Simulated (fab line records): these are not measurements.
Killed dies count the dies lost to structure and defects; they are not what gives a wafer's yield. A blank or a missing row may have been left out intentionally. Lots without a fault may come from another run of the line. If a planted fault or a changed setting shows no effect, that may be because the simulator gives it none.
What tool caused it? || flow sky130 || 13 lots with 39 wafers sampled at 3 steps, on a route of 708 steps

WHAT EACH GAUGE READ, for each wafer
SKY_METAL1_CD_MEAS_15: target cd 140 nm. Usual: cdNm reads 139.9 nm (standard deviation 1.6).
{"lot": "L253", "measured": "day 32 13:08", "on": "cdSem-02", "cdNm (nm)": "139.4 140.7 140.4", "flag": ""}
{"lot": "L255", "measured": "day 33 04:47", "on": "cdSem-01", "cdNm (nm)": "137.3 138.5 138.5", "flag": ""}
{"lot": "L257", "measured": "day 34 07:04", "on": "cdSem-02", "cdNm (nm)": "138.9 139.4 139.4", "flag": ""}
{"lot": "L259", "measured": "day 34 17:32", "on": "cdSem-02", "cdNm (nm)": "141.2 140.0 140.2", "flag": ""}
{"lot": "L261", "measured": "day 35 03:43", "on": "cdSem-01", "cdNm (nm)": "140.4 141.9 141.8", "flag": ""}
{"lot": "L262", "measured": "day 35 16:17", "on": "cdSem-02", "cdNm (nm)": "143.5 143.1 143.2", "flag": ""}
{"lot": "L266", "measured": "day 36 23:46", "on": "cdSem-01", "cdNm (nm)": "141.5 141.4 140.9", "flag": ""}
{"lot": "L271", "measured": "day 38 11:35", "on": "cdSem-02", "cdNm (nm)": "138.5 138.5 136.2", "flag": ""}
{"lot": "L272", "measured": "day 39 08:16", "on": "cdSem-02", "cdNm (nm)": "140.0 141.6 139.8", "flag": ""}
{"lot": "L274", "measured": "day 39 15:32", "on": "cdSem-01", "cdNm (nm)": "140.5 139.0 140.6", "flag": ""}
{"lot": "L275", "measured": "day 39 16:46", "on": "cdSem-02", "cdNm (nm)": "137.7 136.6 136.9", "flag": ""}
{"lot": "L273", "measured": "day 39 19:13", "on": "cdSem-02", "cdNm (nm)": "137.3 137.3 138.2", "flag": ""}
{"lot": "L276", "measured": "day 39 22:59", "on": "cdSem-01", "cdNm (nm)": "139.3 137.7 140.2", "flag": ""}

SKY_VIA1_BOW_MEAS_03. Usual: VIA1_BOW gives 80 um (standard deviation 7.6).
{"lot": "L253", "measured": "day 32 14:41", "on": "filmMetro-03", "VIA1_BOW (um)": "75 80 78", "flag": ""}
{"lot": "L255", "measured": "day 33 06:29", "on": "filmMetro-01", "VIA1_BOW (um)": "79 86 85", "flag": ""}
{"lot": "L257", "measured": "day 34 08:39", "on": "filmMetro-03", "VIA1_BOW (um)": "85 84 81", "flag": ""}
{"lot": "L259", "measured": "day 34 18:56", "on": "filmMetro-02", "VIA1_BOW (um)": "83 83 79", "flag": ""}
{"lot": "L261", "measured": "day 35 05:08", "on": "filmMetro-02", "VIA1_BOW (um)": "85 79 81", "flag": ""}
{"lot": "L262", "measured": "day 35 17:53", "on": "filmMetro-03", "VIA1_BOW (um)": "82 72 83", "flag": ""}
{"lot": "L266", "measured": "day 37 01:11", "on": "filmMetro-03", "VIA1_BOW (um)": "88 83 79", "flag": ""}
{"lot": "L271", "measured": "day 38 13:02", "on": "filmMetro-01", "VIA1_BOW (um)": "74 86 78", "flag": ""}
{"lot": "L272", "measured": "day 39 09:40", "on": "filmMetro-02", "VIA1_BOW (um)": "86 85 100", "flag": ""}
{"lot": "L274", "measured": "day 39 16:57", "on": "filmMetro-01", "VIA1_BOW (um)": "83 69 61", "flag": ""}
{"lot": "L275", "measured": "day 39 18:13", "on": "filmMetro-01", "VIA1_BOW (um)": "73 77 81", "flag": ""}
{"lot": "L273", "measured": "day 39 20:40", "on": "filmMetro-02", "VIA1_BOW (um)": "83 75 79", "flag": ""}
{"lot": "L276", "measured": "day 40 00:37", "on": "filmMetro-01", "VIA1_BOW (um)": "84 86 88", "flag": ""}

TOOL THAT RAN EACH LOT (tool first, then ch and the chambers of the sampled wafers, then the start)
{"lot": "L253", "SKY_METAL1_DESCUM_17": "rieMetal-01 ch 0,1, day 32 13:16"}
{"lot": "L255", "SKY_METAL1_DESCUM_17": "rieMetal-02 ch 0,1, day 33 04:56"}
{"lot": "L257", "SKY_METAL1_DESCUM_17": "rieMetal-01 ch 0, day 34 07:13"}
{"lot": "L259", "SKY_METAL1_DESCUM_17": "rieMetal-02 ch 0,1, day 34 17:40"}
{"lot": "L261", "SKY_METAL1_DESCUM_17": "rieMetal-02 ch 0,1, day 35 03:52"}
{"lot": "L262", "SKY_METAL1_DESCUM_17": "rieMetal-01 ch 1, day 35 16:27"}
{"lot": "L266", "SKY_METAL1_DESCUM_17": "rieMetal-01 ch 0,1, day 36 23:53"}
{"lot": "L271", "SKY_METAL1_DESCUM_17": "rieMetal-02 ch 0,1, day 38 11:44"}
{"lot": "L272", "SKY_METAL1_DESCUM_17": "rieMetal-01 ch 0,1, day 39 08:26"}
{"lot": "L274", "SKY_METAL1_DESCUM_17": "rieMetal-01 ch 0,1, day 39 15:41"}
{"lot": "L275", "SKY_METAL1_DESCUM_17": "rieMetal-01 ch 0, day 39 16:56"}
{"lot": "L273", "SKY_METAL1_DESCUM_17": "rieMetal-01 ch 0,1, day 39 19:23"}
{"lot": "L276", "SKY_METAL1_DESCUM_17": "rieMetal-03 ch 0, day 39 23:08"}
- SKY_METAL1_DESCUM_17: chemistry O2, time 8 s.

AS READ BY THE TOOLS THEMSELVES (means over the sampled wafers that have a number; for cases with no such wafer, the mark the record gives instead)
SKY_METAL1_DESCUM_17. Usual: drypumpMotorCurrentA 5.73 A, standard deviation 0.22; oesProductAu 1.001 a.u., standard deviation 0.008; rfFwdPowerW 146.9 W, standard deviation 0.76.
{"lot": "L253", "tool": "rieMetal-01", "drypumpMotorCurrentA (A)": 5.70, "oesProductAu (a.u.)": 1.002, "rfFwdPowerW (W)": 146.4, "flag": ""}
{"lot": "L255", "tool": "rieMetal-02", "drypumpMotorCurrentA (A)": 5.84, "oesProductAu (a.u.)": 0.999, "rfFwdPowerW (W)": 147.9, "flag": ""}
{"lot": "L257", "tool": "rieMetal-01", "drypumpMotorCurrentA (A)": 5.72, "oesProductAu (a.u.)": 1.005, "rfFwdPowerW (W)": 146.8, "flag": ""}
{"lot": "L259", "tool": "rieMetal-02", "drypumpMotorCurrentA (A)": 5.83, "oesProductAu (a.u.)": 0.996, "rfFwdPowerW (W)": 147.7, "flag": ""}
{"lot": "L261", "tool": "rieMetal-02", "drypumpMotorCurrentA (A)": 5.82, "oesProductAu (a.u.)": 0.997, "rfFwdPowerW (W)": 148.1, "flag": ""}
{"lot": "L262", "tool": "rieMetal-01", "drypumpMotorCurrentA (A)": 5.74, "oesProductAu (a.u.)": 1.003, "rfFwdPowerW (W)": 146.3, "flag": ""}
{"lot": "L266", "tool": "rieMetal-01", "drypumpMotorCurrentA (A)": 5.72, "oesProductAu (a.u.)": 1.007, "rfFwdPowerW (W)": 146.7, "flag": ""}
{"lot": "L271", "tool": "rieMetal-02", "drypumpMotorCurrentA (A)": 5.85, "oesProductAu (a.u.)": 0.999, "rfFwdPowerW (W)": 147.6, "flag": ""}
{"lot": "L272", "tool": "rieMetal-01", "drypumpMotorCurrentA (A)": 5.72, "oesProductAu (a.u.)": 1.004, "rfFwdPowerW (W)": 146.3, "flag": ""}
{"lot": "L274", "tool": "rieMetal-01", "drypumpMotorCurrentA (A)": 5.71, "oesProductAu (a.u.)": 1.005, "rfFwdPowerW (W)": 147.4, "flag": ""}
{"lot": "L275", "tool": "rieMetal-01", "drypumpMotorCurrentA (A)": 5.67, "oesProductAu (a.u.)": 1.007, "rfFwdPowerW (W)": 146.8, "flag": ""}
{"lot": "L273", "tool": "rieMetal-01", "drypumpMotorCurrentA (A)": 5.72, "oesProductAu (a.u.)": 1.007, "rfFwdPowerW (W)": 146.1, "flag": ""}
{"lot": "L276", "tool": "rieMetal-03", "drypumpMotorCurrentA (A)": 5.42, "oesProductAu (a.u.)": 0.995, "rfFwdPowerW (W)": 146.4, "flag": ""}

THE ANSWER, worked out from the rows above alone
Rule: a lot is off if the mean of its wafers that have a number lies more than 3 standard deviations from the usual mean. Also off: a lot with no number at a reading for which 4 or more lots have one. All remaining lots with rows at the step are treated as sound. Order of review: gauges by route order, followed by the tools' own readings, for which a lot's mean as printed above is used. At the first step where some lot is off, the reading lying furthest off is the one used; lots without a number count as furthest.
None of the lots is off at any reading shown; this tells nothing.

WHAT THE SIMULATOR HAD PUT IN
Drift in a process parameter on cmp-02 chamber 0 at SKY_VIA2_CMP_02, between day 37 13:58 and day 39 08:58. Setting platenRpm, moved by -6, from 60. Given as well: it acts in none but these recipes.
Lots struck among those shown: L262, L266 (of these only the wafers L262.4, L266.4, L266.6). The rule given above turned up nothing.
